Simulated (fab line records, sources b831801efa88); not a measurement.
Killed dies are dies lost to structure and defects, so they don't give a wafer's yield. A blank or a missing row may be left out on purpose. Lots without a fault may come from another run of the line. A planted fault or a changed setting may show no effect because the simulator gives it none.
Chamber matching | flow sky130 | SKY_CONTACT_CMP_27 on cmp-02: 4 sister chambers
The step polishes, stops on SiO2, t overpolish 15 s, target thk 0 nm. 4 wafers are shown with their chamber, then 9 later ones without.

WAFERS WITH THEIR CHAMBER
wafer  | chamber | motor_current_A (A)
L757.3 | 3       | 10.9
L767.1 | 1       | 11.7
L767.2 | 2       | 12.3
L767.6 | 0       | 11.3

WAFERS WITHOUT THEIR CHAMBER
wafer  | motor_current_A (A)
L769.1 | 10.6
L769.3 | 12.2
L769.4 | 11.0
L768.1 | 11.1
L768.2 | 10.9
L768.4 | 11.0
L770.1 | 10.8
L770.5 | 10.6
L770.6 | 12.6

WHICH CHAMBER EACH WENT THROUGH
wafer  | from the rows above     | in truth
L769.1 | 3                       | 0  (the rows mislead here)
L769.3 | 2                       | 2
L769.4 | can't be placed: 3 or 0 | 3
L768.1 | can't be placed: 3 or 0 | 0
L768.2 | 3                       | 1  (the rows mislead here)
L768.4 | can't be placed: 3 or 0 | 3
L770.1 | 3                       | 3
L770.5 | 3                       | 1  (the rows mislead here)
L770.6 | 2                       | 2
Placed correctly: 3 of 9. Can't be placed from these rows: 3 (the true chamber is among the candidates in 3). Placed wrongly: 3.
How it was worked out, from the rows above alone: a wafer's distance from a chamber is the root of the sum, over the readings, of the square of ((its reading less the chamber's mean) divided by the reading's scatter). The wafer belongs to the nearest chamber; if the next one is less than 2 further off, it can't be placed. A chamber's mean is the mean of its shown wafers. The scatter: with one shown wafer a chamber, the root of the mean of the squares of how far each hidden wafer lies from its nearest shown one.
